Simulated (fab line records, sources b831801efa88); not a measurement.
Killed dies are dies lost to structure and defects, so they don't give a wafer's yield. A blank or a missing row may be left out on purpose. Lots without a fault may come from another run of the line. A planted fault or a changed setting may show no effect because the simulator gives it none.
One fault seen from 2 desks | flow gf180mcu | each desk has only its own numbers; what lay behind them comes last

THE METROLOGY DESK
What the gauges read, lot by lot, whatever tool the lot ran on: means of the sampled wafers that have a number. A lot is out of limits, marked OUT, if its mean lies more than 4 standard deviations from the usual mean; the brackets give that distance.
Columns: A = cd_nm at GF_STI_CD_MEAS_12, usual 220.4 nm; B = NWELL_OVL at GF_NWELL_OVL_MEAS_07, usual -1.8 nm; C = MVPSD_TW at GF_MVPSD_TW_MEAS_11, usual 550; D = VT_IMPLANT_OVL at GF_VT_IMPLANT_OVL_MEAS_07, usual -1.4 nm; E = MVPSD_RS at GF_VT_IMPLANT_RS_MEAS_49, usual 1170 ohm/sq
lot  | first seen here | A     | B    | C   | D    | E
L425 | day 2 01:58     | 222.2 | -2.0 | 546 | -2.6 | 1170
L426 | day 2 05:36     | 220.1 | -2.2 | 547 | -3.4 | 1167
L427 | day 2 10:57     | 219.6 | -2.1 | 560 | -3.2 | 1171
L428 | day 2 17:36     | 219.9 | -1.8 | 557 | -3.0 | 1172
L429 | day 2 21:26     | 218.9 | -2.0 | 554 | 0.7  | 1174
L433 | day 3 18:31     | 221.0 | -2.1 | 544 | -2.4 | 1168
L435 | day 4 04:41     | 219.3 | 1.2  | 545 | -1.0 | 1169
L436 | day 4 10:05     | 221.4 | -2.3 | 545 | -2.0 | 1166
L437 | day 4 14:52     | 222.3 | -3.2 | 543 | -2.3 | 1167
L438 | day 4 19:04     | 222.0 | -1.6 | 547 | -1.2 | 1170
L441 | day 5 12:24     | 219.7 | -0.9 | 527 | -0.3 | 1260 (+30) OUT
L442 | day 5 17:08     | 221.4 | -0.7 | 535 | -2.8 | 1259 (+30) OUT
L446 | day 6 13:11     | 221.5 | -0.9 | 545 | 0.1  | 1169
This desk's finding: out of limits on L441, L442; first on L441, day 12 01:07 (MVPSD_RS at GF_VT_IMPLANT_RS_MEAS_49). In limits: L425, L426, L427, L428, L429, L433, L435, L436, L437, L438, L446.

THE TOOL OWNER'S DESK: implanter-01
The tool's own readings at GF_MVPSD_IMPLANT_08: means of the sampled wafers that have a number, for each lot that ran on this tool. A lot is out of limits, marked OUT, if its mean lies more than 4 standard deviations from the usual mean; the brackets give that distance.
Columns: A = dose_ions_cm2 at GF_MVPSD_IMPLANT_08, usual 1.5e+13; B = faraday_current_uA at GF_MVPSD_IMPLANT_08, usual 84.4
lot  | first seen here | A                         | B
L426 | day 5 05:40     | 1.5e+13                   | 84.7
L429 | day 5 22:37     | 1.5e+13                   | 83.7
L436 | day 7 16:31     | 1.5e+13                   | 84.1
L437 | day 7 22:38     | 1.5e+13                   | 84.9
L438 | day 8 05:05     | 1.5e+13                   | 84.1
L441 | day 8 23:18     | 1.3e+13 (-99 or more) OUT | 72.6 (-7.4) OUT
L442 | day 9 04:07     | 1.3e+13 (-99 or more) OUT | 74.7 (-6.1) OUT
This desk's finding: out of limits on L441, L442; first on L441, day 8 23:18 (dose_ions_cm2 at GF_MVPSD_IMPLANT_08). In limits: L426, L429, L436, L437, L438.

PUT TOGETHER
The tool owner's desk could have raised an alarm at day 8 23:18, on L441, L442.
The metrology desk could have raised an alarm at day 12 01:07, on L441, L442.
Of the lots named, all ran GF_MVPSD_IMPLANT_08 on implanter-01.

WHAT THE SIMULATOR HAD PUT IN
Process parameter drift: implanter-01, from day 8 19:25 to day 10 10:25, at GF_MVPSD_IMPLANT_08. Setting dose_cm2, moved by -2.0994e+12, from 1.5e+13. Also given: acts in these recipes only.
Lots struck among those shown: L441, L442.
Hours from the fault's start to each desk's first reading out of limits: the tool owner's desk, 4; the metrology desk, 78.
